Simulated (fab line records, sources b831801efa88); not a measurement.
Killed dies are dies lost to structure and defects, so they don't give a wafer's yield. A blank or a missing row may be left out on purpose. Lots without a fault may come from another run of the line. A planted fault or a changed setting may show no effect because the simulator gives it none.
fab line records | flow gf180mcu
record lots=11 wafers=32 last_day=34
route steps=602 shown V5@541 TOP_METAL@569
lots that met no fault: from a run of the same line without faults
start_h: hours from the record's first day to the start of the lot's first wafer shown | wait_h: hours since the lot's step before | " the same as in the row above | L1.1+2: a row that stands for several wafers | - no value, or no start given | * or withheld: withheld | < > ~ a bound
route shown NAME@n: a module of which the file shows steps, and the number in the route of the first | usual: mean/standard deviation of fault-free wafers | same: alike in all rows | chamber/n: place in a boat | sites: the reading at each site | _std_site: their standard deviation | _edge_site: outer sites' mean less inner sites' | radius_mm: how far each site lies from the wafer's centre | mask NAME#n: copy n | behind: the tool/chamber that last shaped the wafer | hold: why the lot was held/for how many hours/how that ended | device: the transistor (n, p or np) that didn't switch | end of line: the same wafers' tests at the end of the route | a step without rows: its recipe alone | killed: dies lost to structure and defects at the first sort, not the wafer's yield | map: a wafer's dies, x killed, . not, _ none there
set.NAME: the setting as run; set.NAME@STEP: as run at that earlier step | model.NAME: the simulator's own value behind a step, which no gauge read
steps of the route over a sample of lots; a table a step, a row a wafer
services: from which hour (start_h, from the record's first day; less than 0 if before it) a tool's chamber was out of use, for how many hours, and why
## steps
# step GF_V5_THK_MEAS_01
# recipe reads=SiO2_of_V5_CVD_00
# usual V5_CVD_00_THK=299.6/2.5
# columns lot.wafer tool chamber start_h wait_h V5_CVD_00_THK[nm]
L926.1 film_metro-01 - 603.44 0.0 298.6
L926.3 " - " " 298.9
L926.6 " - " " 295.7
L927.2 film_metro-02 - 616.43 0.0 300.6
L927.3 " - " " 299.1
L927.4 " - " " 299.9
L929.3 film_metro-03 - 621.55 0.0 300.7
L929.4 " - " " 299.2
L929.6 " - " " 297.5
L934.3 film_metro-01 - 664.44 0.1 303.0
L934.4 " - " " 299.1
L934.6 " - " " 301.7
L936.4 film_metro-01 - 674.68 0.0 296.9
L936.6 " - " " 293.2
L940.2 film_metro-03 - 704.99 0.0 300.8
L940.3 " - " " 302.8
L940.4 " - " " 303.0
L942.2 film_metro-03 - 719.91 0.0 300.2
L942.3 " - " " 302.1
L942.5 " - " " 302.0
L943.1 film_metro-03 - 726.38 0.0 299.2
L943.2 " - " " 298.4
L943.6 " - " " 299.3
L946.3 film_metro-01 - 741.11 0.0 297.4
L946.4 " - " " 301.1
L946.6 " - " " 300.8
L947.2 film_metro-03 - 747.21 0.0 299.8
L947.5 " - " " 298.6
L947.6 " - " " 296.8
L949.3 film_metro-03 - 759.84 0.0 299.3
L949.4 " - " " 297.1
L949.6 " - " " 298.3
# step GF_V5_STRIP_18
# recipe chemistry=O2/N2 power_w=1400 pressure_mtorr=1500 platen_temp_c=250 o2_flow_sccm=3000 n2_flow_sccm=300 overash_fraction=0.5
# usual drypump_motor_current_A=5.75/0.29 heater_power_w=332/30 oes_product_au=0.569/0.0048
# columns lot.wafer tool chamber start_h wait_h drypump_motor_current_A heater_power_w oes_product_au rf_hours_counter_h
L926.1 plasma_asher-02 0 624.82 - 6.13 326 0.573 55
L926.3 " 0 " " 6.14 325 0.564 -
L926.6 " 1 " " 5.18 284 0.576 -
L927.2 plasma_asher-02 1 637.22 - 5.20 280 0.574 56
L927.3 " 1 " " 5.17 287 0.568 -
L927.4 " 0 " " 6.16 328 0.570 -
L929.3 plasma_asher-01 0 642.45 - 5.91 334 0.577 -
L929.4 " 1 " " 5.63 370 0.570 -
L929.6 " 0 " " 5.91 333 0.566 -
L934.3 plasma_asher-01 0 683.60 - 5.88 338 0.569 -
L934.4 " 1 " " 5.61 363 0.566 -
L934.6 " 1 " " 5.59 378 0.568 -
L936.4 plasma_asher-03 1 694.65 - 5.86 359 0.573 -
L936.6 " 0 " " 5.81 315 0.570 -
L940.2 plasma_asher-02 0 723.16 - 6.16 321 0.572 63
L940.3 " 1 " " 5.22 286 0.567 -
L940.4 " 0 " " 6.18 314 0.572 -
L942.2 plasma_asher-02 1 738.17 - 5.18 287 0.565 64
L942.3 " 1 " " 5.17 284 0.574 -
L942.5 " 0 " " 6.13 323 0.579 -
L943.1 plasma_asher-03 1 744.37 - 5.85 382 0.563 0
L943.2 " 0 " " 5.78 325 0.571 0
L943.6 " 1 " " 5.86 385 0.571 -
L946.3 plasma_asher-03 1 757.95 - 5.81 375 0.574 -
L946.4 " 0 " " 5.79 321 0.566 -
L946.6 " 1 " " 5.82 375 0.576 -
L947.2 plasma_asher-02 0 764.92 - 6.15 315 0.573 67
L947.5 " 1 " " 5.17 292 0.569 -
L947.6 " 0 " " 6.16 328 0.569 -
L949.3 plasma_asher-03 0 777.01 - 5.79 326 0.565 -
L949.4 " 1 " " 5.85 376 0.578 -
L949.6 " 1 " " 5.84 378 0.576 -
# step GF_V5_CMP_26
# recipe stop_on=SiO2 down_force_psi=3.5 platen_rpm=60 t_overpolish_s=15 target_thk_nm=0 pad_velocity_m_s=0.94248
# usual motor_current_A=11.4/1.1 overpolish_run_s=15.000/0.01 time_to_endpoint_s=84/4.9
# columns lot.wafer tool chamber start_h wait_h motor_current_A overpolish_run_s time_to_endpoint_s
L926.3 cmp-02 0 626.58 0.4 11.7 15.014 83
L926.1 " 1 " " 10.7 14.997 82
L926.6 " 0 " " 11.7 15.001 79
L927.2 cmp-02 2 638.22 0.1 12.8 14.994 81
L927.3 " 3 " " 12.3 15.010 78
L927.4 " 0 " " 11.5 14.991 79
L929.4 cmp-02 1 643.81 0.5 11.0 15.003 87
L929.3 " 2 " " 12.4 14.999 86
L929.6 " 1 " " 11.6 15.007 89
L934.4 cmp-01 1 684.59 0.1 9.3 15.001 85
L934.3 " 2 " " 9.9 14.986 83
L934.6 " 3 " " 12.6 14.997 86
L936.4 cmp-01 3 695.64 0.1 12.7 15.004 89
L936.6 " 1 " " 9.0 15.007 95
L940.2 cmp-01 0 724.09 0.0 11.5 15.011 90
L940.3 " 1 " " 9.0 15.015 102
L940.4 " 3 " " 12.8 15.011 96
L942.2 cmp-01 0 739.09 0.0 11.2 14.991 87
L942.3 " 2 " " 10.3 14.996 85
L942.5 " 0 " " 11.3 14.991 89
L943.1 cmp-02 1 745.48 0.2 11.1 14.990 83
L943.2 " 2 " " 12.6 15.010 79
L943.6 " 0 " " 11.4 14.975 76
L946.4 cmp-02 0 758.90 0.1 11.4 14.990 78
L946.3 " 2 " " 12.3 15.012 84
L946.6 " 0 " " 11.5 14.989 81
L947.2 cmp-02 2 765.84 0.0 12.3 15.008 82
L947.6 " 2 " " 12.7 14.989 84
L947.5 " 3 " " 11.9 14.996 81
L949.3 cmp-01 1 777.96 0.0 8.9 15.016 87
L949.4 " 2 " " 10.5 15.005 81
L949.6 " 2 " " 10.8 14.992 80
# step GF_TOP_METAL_SPUTTER_02
# recipe material=AlCu target_thk_nm=900 power_w=10600 chamber_pressure_pa=0.3 substrate_temp_c=250 gas=Ar time_s=47.82
# usual chamber_pressure_pa=0.3000/0.00056 throttle_valve_pct=30.2/0.85
# columns lot.wafer tool chamber start_h wait_h chamber_pressure_pa throttle_valve_pct
L926.1 pvd_sputter-01 - 626.96 0.0 0.3009 30.6
L926.3 " - " " 0.3004 30.5
L926.6 " - " " 0.2999 29.7
L927.2 pvd_sputter-03 - 638.61 0.0 0.2999 29.3
L927.3 " - " " 0.3006 31.4
L927.4 " - " " 0.2990 29.8
L929.3 pvd_sputter-03 - 644.19 0.0 0.2997 31.3
L929.4 " - " " 0.2994 31.0
L929.6 " - " " 0.3002 29.4
L934.3 pvd_sputter-01 - 684.92 0.0 0.2990 31.0
L934.4 " - " " 0.3000 30.3
L934.6 " - " " 0.3003 29.8
L936.4 pvd_sputter-01 - 695.97 0.0 0.3003 29.9
L936.6 " - " " 0.3003 30.0
L940.2 pvd_sputter-02 - 724.52 0.0 0.3005 30.4
L940.3 " - " " 0.3007 31.3
L940.4 " - " " 0.3004 29.1
L942.2 pvd_sputter-03 - 739.52 0.0 0.3004 31.3
L942.3 " - " " 0.2986 29.4
L942.5 " - " " 0.2999 28.2
L943.1 pvd_sputter-02 - 745.81 0.0 0.2991 30.2
L943.2 " - " " 0.3002 29.0
L943.6 " - " " 0.3012 31.4
L946.3 pvd_sputter-03 - 759.28 0.0 0.3001 29.6
L946.4 " - " " 0.2990 31.5
L946.6 " - " " 0.2995 29.5
L947.2 pvd_sputter-01 - 766.27 0.0 0.2999 30.5
L947.5 " - " " 0.3000 30.7
L947.6 " - " " 0.2999 30.8
L949.3 pvd_sputter-01 - 778.40 0.0 0.2994 30.3
L949.4 " - " " 0.3001 31.2
L949.6 " - " " 0.2997 29.9
# step GF_TOP_METAL_RS_MEAS_05
# recipe thk_meas_gauge=four-point-probe reads=TiN_of_TOP_METAL_SPUTTER_04+Ti_of_TOP_METAL_SPUTTER_03+AlCu_of_TOP_METAL_SPUTTER_02+TiN_of_TOP_METAL_SPUTTER_01+Ti_of_TOP_METAL_SPUTTER_00
# usual TOP_METAL_ALCU_RS=0.0326/0.00042
# columns lot.wafer tool chamber start_h wait_h hold TOP_METAL_ALCU_RS[ohm/sq]
L926.1 film_metro-03 - 627.05 0.0 - 0.0326
L926.3 " - " " - 0.0323
L926.6 " - " " - 0.0326
L927.2 film_metro-04 - 638.72 0.0 - 0.0329
L927.3 " - " " - 0.0329
L927.4 " - " " - 0.0330
L929.3 film_metro-04 - 644.32 0.1 - 0.0330
L929.4 " - " " - 0.0329
L929.6 " - " " - 0.0332
L934.3 film_metro-03 - 685.05 0.1 await_dispo/0.2h/release 0.0324
L934.4 " - " " await_dispo/0.2h/release 0.0302
L934.6 " - " " await_dispo/0.2h/release 0.0306
L934.3 film_metro-03 - 685.34 0.3 - 0.0325
L934.4 " - " " - 0.0301
L934.6 " - " " - 0.0306
L936.4 film_metro-02 - 696.12 0.1 await_dispo/0.2h/release 0.0309
L936.6 " - " " await_dispo/0.2h/release 0.0310
L936.4 film_metro-02 - 696.41 0.3 - 0.0310
L936.6 " - " " - 0.0309
L940.2 film_metro-04 - 724.63 0.0 - 0.0329
L940.3 " - " " - 0.0333
L940.4 " - " " - 0.0328
L942.2 film_metro-03 - 739.63 0.0 - 0.0325
L942.3 " - " " - 0.0328
L942.5 " - " " - 0.0328
L943.1 film_metro-03 - 745.90 0.0 - 0.0327
L943.2 " - " " - 0.0324
L943.6 " - " " - 0.0329
L946.3 film_metro-03 - 759.41 0.1 - 0.0326
L946.4 " - " " - 0.0326
L946.6 " - " " - 0.0328
L947.2 film_metro-03 - 766.38 0.0 - 0.0318
L947.5 " - " " - 0.0325
L947.6 " - " " - 0.0329
L949.3 film_metro-03 - 778.53 0.1 - 0.0322
L949.4 " - " " - 0.0327
L949.6 " - " " - 0.0321
# step GF_TOP_METAL_THK_MEAS_06
# recipe thk_meas_gauge=xrf reads=AlCu_of_TOP_METAL_SPUTTER_02
# usual TOP_METAL_ALCU_THK=908/15
# columns lot.wafer tool chamber start_h wait_h hold TOP_METAL_ALCU_THK[nm]
L926.1 film_metro-03 - 627.17 0.1 - 922
L926.3 " - " " - 931
L926.6 " - " " - 919
L927.2 film_metro-04 - 638.83 0.1 - 893
L927.3 " - " " - 892
L927.4 " - " " - 891
L929.3 film_metro-04 - 644.42 0.1 - 891
L929.4 " - " " - 888
L929.6 " - " " - 884
L934.3 film_metro-03 - 688.02 2.7 await_dispo/0.2h/release 923
L934.4 " - " " await_dispo/0.2h/release 991
L934.6 " - " " await_dispo/0.2h/release 977
L934.3 film_metro-03 - 688.24 0.2 - 923
L934.4 " - " " - 992
L934.6 " - " " - 979
L936.4 film_metro-02 - 698.62 2.2 await_dispo/0.2h/release 955
L936.6 " - " " await_dispo/0.2h/release 956
L936.4 film_metro-02 - 698.84 0.2 - 954
L936.6 " - " " - 960
L940.2 film_metro-04 - 724.74 0.1 - 896
L940.3 " - " " - 884
L940.4 " - " " - 905
L942.2 film_metro-03 - 739.74 0.1 - 919
L942.3 " - " " - 907
L942.5 " - " " - 910
L943.1 film_metro-03 - 746.02 0.1 - 908
L943.2 " - " " - 915
L943.6 " - " " - 902
L946.3 film_metro-03 - 759.51 0.1 - 910
L946.4 " - " " - 911
L946.6 " - " " - 910
L947.2 film_metro-03 - 766.49 0.1 - 929
L947.5 " - " " - 914
L947.6 " - " " - 906
L949.3 film_metro-03 - 778.63 0.1 - 919
L949.4 " - " " - 903
L949.6 " - " " - 924
## services
# columns tool chamber start_h hours kind
cmp-02 - 606.46 4.9 pm
pvd_sputter-03 - 622.75 1.1 repair
pvd_sputter-03 1 629.64 - consumable_replace:kit
pvd_sputter-03 1 629.64 18.0 scheduled_down
pvd_sputter-03 1 629.64 18.0 vent_cycle
cmp-02 - 633.80 1.2 repair
cmp-01 - 637.64 6.8 pm
cmp-02 - 644.45 3.6 pm
pvd_sputter-01 - 653.95 1.1 repair
plasma_asher-02 - 683.21 26.3 repair
plasma_asher-01 - 689.27 11.0 repair
pvd_sputter-02 - 691.37 23.9 repair
plasma_asher-03 - 701.16 2.8 pm
pvd_sputter-03 0 709.37 - consumable_replace:kit
cmp-01 - 720.10 2.1 repair
plasma_asher-03 - 733.75 9.0 pm
pvd_sputter-01 1 738.02 - consumable_replace:kit
pvd_sputter-01 1 738.02 18.0 scheduled_down
pvd_sputter-01 1 738.02 18.0 vent_cycle
cmp-01 - 744.07 4.0 pm
plasma_asher-03 - 746.65 1.0 repair
cmp-01 - 748.07 - consumable_replace:conditioner
cmp-01 - 748.07 - consumable_replace:pad
cmp-01 - 771.79 1.1 repair
## key
first_sign step=GF_TOP_METAL_RS_MEAS_05 reading=visit direction=added
effect step=GF_TOP_METAL_RS_MEAS_05 reading=TOP_METAL_ALCU_RS direction=down sigmas=4.7 usual=0.0326 struck=0.0307
effect step=GF_TOP_METAL_THK_MEAS_06 reading=visit direction=added
met_at GF_TOP_METAL_SPUTTER_02
struck_lots L934,L936
struck_wafers L934.4,L934.6,L936.4,L936.6
not_acting_at GF_V5_THK_MEAS_01,GF_V5_STRIP_18,GF_V5_CMP_26
onset_between 626.96 684.92
fault kind=process_parameter_drift tool=pvd_sputter-01 chamber=- onset_h=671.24 steps=GF_TOP_METAL_SPUTTER_02 channel=target_thk_nm offset=38.242 shape=step end_h=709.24 scope=struck_wafers_only acts_in=these_recipes_only stated=900
